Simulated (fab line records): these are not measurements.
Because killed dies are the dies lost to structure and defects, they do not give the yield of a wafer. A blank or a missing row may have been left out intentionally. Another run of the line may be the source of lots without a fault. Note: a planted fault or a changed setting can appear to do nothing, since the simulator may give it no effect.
One fault through the eyes of 2 desks -- flow gf180mcu -- numbers are kept per desk, each desk with only its own; the story behind them comes last

== DESK OF THE TOOL OWNER: pvdSputter-02 ==
The tool's own readings at GF_M4_SPUTTER_03 (material Ti, target thk 10 nm, time 6.7 s): means of the sampled wafers that have a number, for each lot that ran on this tool. If a lot's mean is further than 4 standard deviations from the usual mean, the lot is out of limits and carries the mark OUT (the distance appears in the brackets).
Columns: A = cathodeDcPowerW at GF_M4_SPUTTER_03, usual 3000.0 W; B = chamberPressurePa at GF_M4_SPUTTER_03, usual 0.3000 Pa; C = throttleValvePct at GF_M4_SPUTTER_03, usual 30.1 %
lot,first seen here,A,B,C
L985,day 24 03:03,3000.4,0.3001,29.8
L996,day 27 14:13,2999.9,0.3001,29.3
L998,day 28 08:40,3000.1,0.3001,28.6
Result from this desk: across the 3 lots, nothing is out of limits.

== FROM THE METROLOGY DESK ==
What the gauges read, lot by lot, whatever tool the lot ran on: means of the sampled wafers that have a number. If a lot's mean is further than 4 standard deviations from the usual mean, the lot is out of limits and carries the mark OUT (the distance appears in the brackets).
Columns: A = M3_ALCU_THK at GF_M3_THK_MEAS_06, usual 451 nm; B = cdNm at GF_M4_CD_MEAS_14, usual 279.9 nm
lot,first seen here,A,B
L980,day 20 13:02,456,279.8
L984,day 21 20:11,456,279.8
L985,day 22 02:26,454,279.8
L987,day 22 20:07,451,279.4
L986,day 22 22:54,456,278.7
L988,day 23 01:23,445,278.4
L996,day 25 18:28,456,280.5
L998,day 26 13:47,453,278.7
L999,day 26 21:15,448,278.6
L100,day 27 00:30,453,280.7
L101,day 27 08:57,456,282.1
L102,day 27 16:32,453,279.3
L103,day 28 07:04,448,278.8
Result from this desk: across the 13 lots, nothing is out of limits.

== ALL TOGETHER ==
Nothing out of limits was seen by the tool owner's desk.
The metrology desk saw nothing out of limits.

== WHAT THE SIMULATOR HAD INSERTED ==
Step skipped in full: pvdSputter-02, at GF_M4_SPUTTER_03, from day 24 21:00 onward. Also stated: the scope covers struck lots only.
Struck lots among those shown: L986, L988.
